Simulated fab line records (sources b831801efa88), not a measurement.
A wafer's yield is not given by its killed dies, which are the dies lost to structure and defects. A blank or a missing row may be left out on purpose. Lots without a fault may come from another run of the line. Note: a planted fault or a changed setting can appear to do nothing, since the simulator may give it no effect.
The tool behind it: which one?    flow gf180mcu    39 wafers from 13 lots sampled at 6 of the route's 602 steps

WHAT EACH GAUGE READ, for each wafer
GF_STI_THK_MEAS_24. Usual: STI_CVD_23_THK 631 nm, standard deviation 8.3.
lot   measured     on             STI_CVD_23_THK (nm)          flag
L836  day 2 05:15  film_metro-04  627 628 626                  
L838  day 2 15:39  film_metro-01  618 627 631                  
L840  day 2 23:47  film_metro-01  628 626 635                  
L841  day 3 06:03  film_metro-01  628 630 611                  
L845  day 4 04:07  film_metro-01  618 624 628                  
L846  day 4 12:17  film_metro-01  643 634 636                  
L847  day 4 17:34  film_metro-03  630 635 622                  
L850  day 5 07:08  film_metro-01  635 631 625                  
L852  day 5 13:44  film_metro-04  1101 630 624 1102 629 624    OFF
L853  day 5 23:02  film_metro-04  629 1097 633 629 1097 632    OFF
L855  day 6 08:54  film_metro-03  1117 1106 644 1117 1104 644  OFF
L856  day 6 15:08  film_metro-04  648 641 643                  
L859  day 7 03:26  film_metro-01  633 639 652                  

GF_VT_IMPLANT_TW_MEAS_10. Usual: VT_IMPLANT_TW 559, standard deviation 5.4.
lot   measured      on             VT_IMPLANT_TW  flag
L836  day 5 15:04   film_metro-02  554 553 554    
L838  day 6 01:45   film_metro-02  558 554 556    
L840  day 6 09:53   film_metro-03  571 567 571    
L841  day 6 19:56   film_metro-03  567 570 564    
L845  day 8 00:20   film_metro-04  555 555 555    
L846  day 8 11:38   film_metro-04  556 556 555    
L847  day 8 18:14   film_metro-04  555 556 558    
L850  day 9 10:21   film_metro-03  564 567 563    
L852  day 9 21:02   film_metro-04  563 558 560    
L853  day 10 03:10  film_metro-04  558 558 558    
L855  day 10 15:57  film_metro-04  557 558 559    
L856  day 10 23:11  film_metro-02  556 553 556    
L859  day 11 14:24  film_metro-03  570 566 569    

GF_VT_IMPLANT_TW_MEAS_21. Usual: VT_IMPLANT_2_TW 1204, standard deviation 9.7.
lot   measured      on             VT_IMPLANT_2_TW  flag
L836  day 6 05:16   film_metro-03  1222 1223 1220   
L838  day 6 16:29   film_metro-04  1205 1204 1206   
L840  day 7 00:29   film_metro-02  1197 1191 1196   
L841  day 7 11:47   film_metro-04  1194 1207 1205   
L845  day 8 16:39   film_metro-04  1202 1197 1190   
L846  day 9 04:15   film_metro-04  1210 1209 1211   
L847  day 9 10:39   film_metro-04  1211 1206 1213   
L850  day 10 04:05  film_metro-02  1195 1189 1191   
L852  day 10 15:05  film_metro-03  1219 1218 1216   
L853  day 10 21:04  film_metro-04  1196 1193 1201   
L855  day 11 10:21  film_metro-02  1190 1193 1192   
L856  day 11 17:17  film_metro-04  1201 1192 1197   
L859  day 12 09:18  film_metro-04  1201 1208 1202   

GF_VT_IMPLANT_OVL_MEAS_40. Usual: VT_IMPLANT_03_OVL -1.4 nm, standard deviation 1.5.
lot   measured      on          VT_IMPLANT_03_OVL (nm)  flag
L836  day 7 11:50   overlay-02  -1.8 -1.2 -0.1          
L838  day 7 23:22   overlay-02  -0.8 -2.5 0.9           
L840  day 8 08:19   overlay-02  1.1 -1.0 0.5            
L841  day 8 19:40   overlay-01  -1.5 -0.5 -2.8          
L845  day 10 03:10  overlay-01  -1.3 -1.1 0.9           
L846  day 10 15:40  overlay-01  -1.6 -1.9 0.1           
L847  day 10 22:37  overlay-01  -3.0 -3.2 -3.9          
L850  day 11 16:04  overlay-01  -2.5 -1.4 -1.2          
L852  day 12 03:58  overlay-02  -2.8 -1.3 -2.8          
L853  day 12 09:43  overlay-02  -4.8 -4.5 -3.6          
L855  day 13 00:06  overlay-01  -0.9 -1.2 -2.1          
L856  day 13 07:22  overlay-01  -1.5 -1.7 -3.3          
L859  day 14 01:00  overlay-01  1.2 0.9 1.1             

EACH LOT AND THE TOOL THAT RAN IT (in order: tool; ch and the chambers of the sampled wafers; start)
lot   GF_STI_CVD_23                    GF_STI_CMP_25
L836  hdpcvd-02 ch 0,1,2, day 2 05:11  cmp-02 ch 1,2,3, day 2 05:23
L838  hdpcvd-01 ch 0,1,2, day 2 15:34  cmp-01 ch 0,1,2, day 2 15:46
L840  hdpcvd-01 ch 0,2, day 2 23:42    cmp-02 ch 0,1,3, day 2 23:50
L841  hdpcvd-01 ch 0,1, day 3 05:58    cmp-01 ch 0,1,2, day 3 06:10
L845  hdpcvd-02 ch 0,1, day 4 04:02    cmp-01 ch 0,1, day 4 04:14
L846  hdpcvd-02 ch 0,2, day 4 12:13    cmp-02 ch 2,3, day 4 12:21
L847  hdpcvd-01 ch 0,2, day 4 17:29    cmp-01 ch 1,2, day 4 17:37
L850  hdpcvd-02 ch 0,1,2, day 5 07:04  cmp-02 ch 0,1, day 5 07:20
L852  hdpcvd-01 ch 0,1,2, day 5 13:40  cmp-01 ch 0,1,2, day 5 20:04
L853  hdpcvd-01 ch 1,2, day 5 22:58    cmp-01 ch 0,1,3, day 6 02:45
L855  hdpcvd-01 ch 0,1, day 6 08:49    cmp-01 ch 0,1, day 6 13:33
L856  hdpcvd-02 ch 0,1,2, day 6 15:04  cmp-01 ch 1,3, day 6 15:12
L859  hdpcvd-02 ch 0,1,2, day 7 03:22  cmp-01 ch 1,2,3, day 7 03:35
- GF_STI_CVD_23: deposits SiO2, target thk 650 nm, time 108.3 s.
- GF_STI_CMP_25: polishes, stops on Si3N4, t overpolish 33 s, target thk 524.6 nm.

AS READ BY THE TOOLS THEMSELVES (means over the sampled wafers that have a number; for cases with no such wafer, the mark the record gives instead)
GF_STI_CMP_25. Usual: motor_current_A 11.9 A, standard deviation 0.84; time_to_endpoint_s 117 s, standard deviation 6.7.
lot   tool    motor_current_A (A)  time_to_endpoint_s (s)  flag
L836  cmp-02  12.1                 113                     
L838  cmp-01  11.6                 125                     
L840  cmp-02  12.7                 117                     
L841  cmp-01  11.7                 119                     
L845  cmp-01  11.8                 118                     
L846  cmp-02  12.5                 121                     
L847  cmp-01  11.2                 119                     
L850  cmp-02  12.8                 115                     
L852  cmp-01  12.0                 146                     OFF
L853  cmp-01  11.4                 145                     OFF
L855  cmp-01  11.6                 178                     OFF
L856  cmp-01  11.1                 120                     
L859  cmp-01  11.1                 122                     

THE ANSWER, worked out from the rows above alone
Rule: a lot counts as off when the mean over its wafers that have a number is more than 3 standard deviations away from the usual mean. Also off: a lot with no number at a reading for which 4 or more lots have one. Any other lot the step has rows for is counted as sound. Order of review: gauges by route order, followed by the tools' own readings, for which a lot's mean as printed above is used. At the first step where some lot is off, the reading lying furthest off is the one used; lots without a number count as furthest.
Off: at GF_STI_THK_MEAS_24 (STI_CVD_23_THK), L852, L853, L855.
If a tool, at a process step before that reading, ran all the lots that are off and no sound lot after the first of them, it fits. The gauges at GF_STI_THK_MEAS_24 aren't tried: what is off there is off at GF_STI_CMP_25 too, on other tools, and a gauge's error can't cause that. One candidate fits, namely hdpcvd-01 at GF_STI_CVD_23. A fault onset in the window from L847 (day 4 17:29, its last sound lot) to L852 (day 5 13:40, its first lot off) fits.

WHAT THE SIMULATOR PUT IN
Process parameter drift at GF_STI_CVD_23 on hdpcvd-01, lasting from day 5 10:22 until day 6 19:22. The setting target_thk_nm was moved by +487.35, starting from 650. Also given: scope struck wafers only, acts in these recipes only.
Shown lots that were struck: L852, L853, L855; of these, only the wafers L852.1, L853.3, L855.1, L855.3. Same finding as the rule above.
